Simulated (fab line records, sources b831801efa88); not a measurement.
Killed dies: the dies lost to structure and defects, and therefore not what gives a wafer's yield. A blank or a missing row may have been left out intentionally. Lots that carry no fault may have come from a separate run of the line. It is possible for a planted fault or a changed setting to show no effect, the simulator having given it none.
Chamber matching / flow sky130 / 4 sister chambers for SKY_VIA1_CMP_02 on cmp-01
The step polishes SiO2. 7 wafers are shown with their chamber, then 7 later ones without.

## WAFERS WITH THEIR CHAMBER
wafer=L395.6; chamber=1; motor-current-A (A)=13.4; slurry-filter-dp-kPa (kPa)=13.31
wafer=L396.2; chamber=3; motor-current-A (A)=10.4; slurry-filter-dp-kPa (kPa)=13.44
wafer=L398.1; chamber=3; motor-current-A (A)=10.8; slurry-filter-dp-kPa (kPa)=13.42
wafer=L398.3; chamber=0; motor-current-A (A)=13.2; slurry-filter-dp-kPa (kPa)=13.55
wafer=L398.6; chamber=2; motor-current-A (A)=11.7; slurry-filter-dp-kPa (kPa)=13.47
wafer=L403.3; chamber=2; motor-current-A (A)=12.1; slurry-filter-dp-kPa (kPa)=13.62
wafer=L403.4; chamber=0; motor-current-A (A)=13.3; slurry-filter-dp-kPa (kPa)=13.59

## WAFERS WHOSE CHAMBER IS MISSING
wafer=L403.6; motor-current-A (A)=14.5; slurry-filter-dp-kPa (kPa)=13.35
wafer=L411.1; motor-current-A (A)=12.5; slurry-filter-dp-kPa (kPa)=13.68
wafer=L411.2; motor-current-A (A)=13.9; slurry-filter-dp-kPa (kPa)=13.64
wafer=L411.3; motor-current-A (A)=13.3; slurry-filter-dp-kPa (kPa)=13.48
wafer=L413.3; motor-current-A (A)=13.0; slurry-filter-dp-kPa (kPa)=13.66
wafer=L413.5; motor-current-A (A)=12.0; slurry-filter-dp-kPa (kPa)=13.35
wafer=L413.6; motor-current-A (A)=11.5; slurry-filter-dp-kPa (kPa)=13.33

## WHICH CHAMBER EACH ONE RAN IN
wafer=L403.6; from the rows above=can't be placed: 1 or 0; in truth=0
wafer=L411.1; from the rows above=can't be placed: 2 or 0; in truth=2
wafer=L411.2; from the rows above=0; in truth=0
wafer=L411.3; from the rows above=can't be placed: 0 or 1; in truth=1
wafer=L413.3; from the rows above=0; in truth=0
wafer=L413.5; from the rows above=2; in truth=2
wafer=L413.6; from the rows above=can't be placed: 2 or 3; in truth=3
Correct placement for 3 of the 7. These rows do not allow placing 4 (true chamber among the candidates in 4). Number placed wrongly: 0.
How it was worked out, from the rows above alone: a wafer's distance from a chamber is the root of the sum, over the readings, of the square of ((its reading less the chamber's mean) divided by the reading's scatter). The wafer belongs to the nearest chamber; if the next one is less than 2 further off, it can't be placed. A chamber's mean is the mean of its shown wafers. The scatter is the square root of a quotient: the sum, over the shown wafers, of each reading's squared deviation from its chamber's mean, divided by wafers minus chambers.
